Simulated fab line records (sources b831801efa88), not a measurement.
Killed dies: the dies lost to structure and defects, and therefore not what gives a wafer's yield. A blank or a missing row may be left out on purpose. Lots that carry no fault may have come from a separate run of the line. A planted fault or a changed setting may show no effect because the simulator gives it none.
Matching of chambers -- flow gf180mcu -- 3 sister chambers for GF_V2_CVD_00 on hdpcvd-02
The step deposits SiO2, target thk 600 nm, time 100 s. 6 wafers are shown with their chamber, then 9 later ones without.

## EACH WAFER AND ITS CHAMBER
wafer,chamber,run_length_s (s),pressure_mtorr (mTorr)
L624.3,0,128.0,6.015
L627.5,1,127.2,6.006
L625.5,0,128.6,6.000
L628.3,2,127.8,5.995
L628.4,1,127.1,6.002
L628.5,2,128.3,5.997

## WAFERS WITHOUT THEIR CHAMBER
wafer,run_length_s (s),pressure_mtorr (mTorr)
L629.2,127.9,6.003
L629.4,128.0,5.991
L629.6,127.2,6.010
L635.2,127.8,5.989
L635.3,127.9,5.973
L635.4,127.0,6.011
L642.1,128.0,5.991
L642.2,127.0,6.020
L642.3,128.0,6.007

## CHAMBER TAKEN BY EACH
wafer,from the rows above,in truth
L629.2,can't be placed: 2 or 0 or 1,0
L629.4,can't be placed: 2 or 0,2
L629.6,1,1
L635.2,can't be placed: 2 or 1 or 0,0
L635.3,can't be placed: 2 or 1 or 0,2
L635.4,1,1
L642.1,can't be placed: 2 or 0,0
L642.2,can't be placed: 1 or 0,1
L642.3,can't be placed: 0 or 2 or 1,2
2 of 9 placed correctly. These rows do not allow placing 7 (true chamber among the candidates in 7). Placed wrongly: 0.
How it was worked out, from the rows above alone: a wafer's distance from a chamber is the root of the sum, over the readings, of the square of ((its reading less the chamber's mean) divided by the reading's scatter). The wafer belongs to the nearest chamber; if the next one is less than 2 further off, it can't be placed. Each chamber's mean is taken over the wafers shown for it. The scatter is the square root of a quotient: the sum, over the shown wafers, of each reading's squared deviation from its chamber's mean, divided by wafers minus chambers.
